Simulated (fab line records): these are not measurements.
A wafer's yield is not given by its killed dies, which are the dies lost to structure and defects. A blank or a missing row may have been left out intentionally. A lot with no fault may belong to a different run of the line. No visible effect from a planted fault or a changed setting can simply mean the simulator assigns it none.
Struck lot and sound lot, side by side    flow sky130    19 out of 708 route steps
Sound: wafers L168.1, L168.4, L168.6. Wafers L177.1, L177.2, L177.6 were the ones struck. The cause is named last.
Order at every step that has rows: each side's tool, ch and its chambers, its first start. Under that, the readings that differ: sound wafers    struck wafers    difference of the means    sigmas: that difference in standard deviations of wafers without a fault.
alike: same words and numbers on both sides, and readings whose means sit less than 2 such deviations apart. not compared: any withheld reading, any reading some wafer has no value for, any bound like >300 that may hide the same value, and any number with overlapping values for which the record gives no deviation.
Wherever a step has rows on one side only, a row that says differs or no value, or a row with sigmas, the two part there. When numbers do not overlap yet have no deviation, they are printed without sigmas and do not part them. Lack of a reading on every wafer of one side parts them only where that side has two or more wafers.

first, 6 steps without rows for these wafers: SKY_LDD_N_IMPLANT_10; SKY_LDD_N_IMPLANT_11; SKY_LDD_N_IMPLANT_12; SKY_LDD_N_IMPLANT_13; SKY_LDD_N_IMPLANT_14; SKY_LDD_N_IMPLANT_15.
SKY_LDD_N_STRIP_16: strips in O2/N2.
  sound on plasma asher-04 ch 0,1, day 21 05:31; struck on plasma asher-01 ch 0,1, day 24 16:53
  alike: drypump motor current A, oes product au, strip time to endpoint s
  not compared: rf hours counter h
SKY_LDD_N_TW_MEAS_17:
  sound on film metro-03 at day 21 05:37; struck on film metro-01 at day 24 16:59
  alike: LDD_N_TW
then, 4 steps without rows for these wafers: SKY_LDD_P_DEHYDRATE_00 (time 60 s); SKY_LDD_P_HMDS_01 (prime time 60 s); SKY_LDD_P_COAT_02 (resist thk 1140 nm); SKY_LDD_P_SOFTBAKE_03 (time 60 s).
SKY_LDD_P_EXPOSE_04: exposes mask PSDM, target cd 380 nm.
  sound on iline stepper-01 ch 0, day 21 21:22; struck on iline stepper-01 ch 0, day 25 08:11
reading                        sound                    struck             difference  sigmas
model.LDD_P.overlay x nm (nm)  -0.7547 -0.7547 -0.7547  35.17 35.17 35.17  +35.92      
  alike: mask
then, 2 steps without rows for these wafers: SKY_LDD_P_PEB_05; SKY_LDD_P_DEVELOP_06 (develop time 60 s).
SKY_LDD_P_CD_MEAS_07 targets a cd of 380 nm.
  sound on cd sem-01 at day 22 12:17; struck on cd sem-01 at day 25 22:52
  alike: cd nm
SKY_LDD_P_OVL_MEAS_08:
  sound on overlay-01 at day 22 12:24; struck on overlay-02 at day 25 22:59
reading         sound          struck          difference  sigmas
LDD_P_OVL (nm)  0.2 -0.6 -0.3  33.9 33.1 33.9  +33.9       +26
then, 2 steps without rows for these wafers: SKY_LDD_P_IMPLANT_09; SKY_PAD_OPEN_PROBE_99.

== WHERE THEY PART ==
Only at SKY_LDD_P_OVL_MEAS_08, within this record.

WHY: whatever the simulator had introduced
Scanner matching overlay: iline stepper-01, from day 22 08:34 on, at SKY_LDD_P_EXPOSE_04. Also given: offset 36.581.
